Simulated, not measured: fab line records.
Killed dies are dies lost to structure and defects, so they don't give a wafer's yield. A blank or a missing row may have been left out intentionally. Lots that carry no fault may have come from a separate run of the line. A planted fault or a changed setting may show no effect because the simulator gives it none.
Comparing a struck lot with a sound one :: flow sky130 :: 13 out of 708 route steps
Sound: wafers L488.1, L488.4, L488.5. Wafers L496.1, L496.2, L496.6 were the ones struck. Last of all comes the cause.
Order at every step that has rows: each side's tool, ch and its chambers, its first start. Under that, the readings that differ: sound wafers :: struck wafers :: difference of the means :: sigmas: that difference in standard deviations of wafers without a fault.
alike: a reading whose means differ by less than 2 such deviations, as well as words and numbers matching on both sides. not compared: withheld readings; readings where some wafer has no value; bounds like >300 that might hide an equal value; numbers whose values overlap and for which the record gives no deviation.
A row with sigmas, a row that says differs or no value, or rows on one side alone: a step with any of these is where the two part. When numbers do not overlap yet have no deviation, they are printed without sigmas and do not part them. Lack of a reading on every wafer of one side parts them only where that side has two or more wafers.

SKY_FIELD_ISO_BOW_MEAS_00:
  sound on film metro-04, day 2 21:00; struck on film metro-01, day 4 13:00
  alike: INCOMING_BOW
then, 1 step without rows for these wafers: SKY_FIELD_ISO_OXIDATION_01 (stabilise 600 s, purge 300 s, target thk 12 nm).
SKY_FIELD_ISO_THK_MEAS_02:
  sound on film metro-01, day 2 23:04; struck on film metro-04, day 4 16:35
  alike: FIELD_ISO_OXIDATION_00_THK
then, 1 step without rows for these wafers: SKY_FIELD_ISO_CVD_03 (deposits Si3N4 from DCS/NH3, target thk 165 nm, time 2740 s).
SKY_FIELD_ISO_THK_MEAS_04:
  sound on film metro-04, day 3 06:37; struck on film metro-01, day 4 18:31
  alike: FIELD_ISO_CVD_03_THK
then, 6 steps without rows for these wafers: SKY_FIELD_ISO_DEHYDRATE_05 (time 60 s); SKY_FIELD_ISO_HMDS_06 (prime time 60 s); SKY_FIELD_ISO_COAT_07 (resist thk 60 nm); SKY_FIELD_ISO_COAT_08 (resist thk 450 nm); SKY_FIELD_ISO_SOFTBAKE_09 (time 90 s); SKY_FIELD_ISO_EXPOSE_10 (exposes mask FOM, target cd 150 nm).
SKY_FIELD_ISO_PEB_11:
  sound on litho track-01 ch 0, day 3 22:00; struck on litho track-04, day 5 11:00
reading: exhaust pa (Pa)
sound: 44.7 45.4 45.7
struck: - - -
difference: no value on the struck wafers
sigmas: 
  not compared: chill plate temp C
then, 1 step without rows for these wafers: SKY_FIELD_ISO_DEVELOP_12 (develop time 60 s).

## WHERE THEY PART
Within this record, at SKY_FIELD_ISO_PEB_11 only.

WHY: what the simulator had put in
At SKY_FIELD_ISO_PEB_11, the step was skipped entirely on litho track-04 from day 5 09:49 on. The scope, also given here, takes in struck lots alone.
